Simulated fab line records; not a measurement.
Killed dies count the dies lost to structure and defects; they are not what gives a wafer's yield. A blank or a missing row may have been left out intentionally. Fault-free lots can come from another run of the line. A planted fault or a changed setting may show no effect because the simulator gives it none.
Matching of chambers -- flow sfq line -- rie diel-02 running SFQ_TRILAYER_I4_VIA_BARC_OPEN_VIA_ETCH_146: 4 sister chambers
The step etches BARC in O2, target depth 125 nm, time 41.7 s. 7 wafers are shown with their chamber, then 7 later ones without.

## EACH WAFER AND ITS CHAMBER
wafer,chamber,drypump motor current A (A),oes product au (a.u.)
L720.4,0,5.6,0.690
L725.3,3,5.6,0.688
L725.6,1,5.0,0.685
L726.5,3,5.5,0.681
L726.6,2,6.0,0.687
L728.1,1,5.0,0.684
L728.3,2,6.0,0.681

## WAFERS WITHOUT THEIR CHAMBER
wafer,drypump motor current A (A),oes product au (a.u.)
L728.4,5.6,0.687
L731.1,5.0,0.693
L731.4,6.0,0.686
L731.5,4.9,0.681
L733.1,6.0,0.691
L733.3,5.7,0.692
L733.5,6.0,0.684

## CHAMBER TAKEN BY EACH
wafer,from the rows above,in truth
L728.4,can't be placed: 0 or 3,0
L731.1,1,1
L731.4,2,2
L731.5,1,1
L733.1,2,2
L733.3,can't be placed: 0 or 3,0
L733.5,2,2
5 of 7 placed correctly. These rows do not allow placing 2 (true chamber among the candidates in 2). Wrongly placed: 0.
How it was worked out, from the rows above alone: a wafer's distance from a chamber is the root of the sum, over the readings, of the square of ((its reading less the chamber's mean) divided by the reading's scatter). If the next closest chamber is less than 2 further off than the closest, the wafer can't be placed; otherwise it belongs to the closest. The mean given for a chamber averages the wafers shown for that chamber. The scatter is the square root of a quotient: the sum, over the shown wafers, of each reading's squared deviation from its chamber's mean, divided by wafers minus chambers.
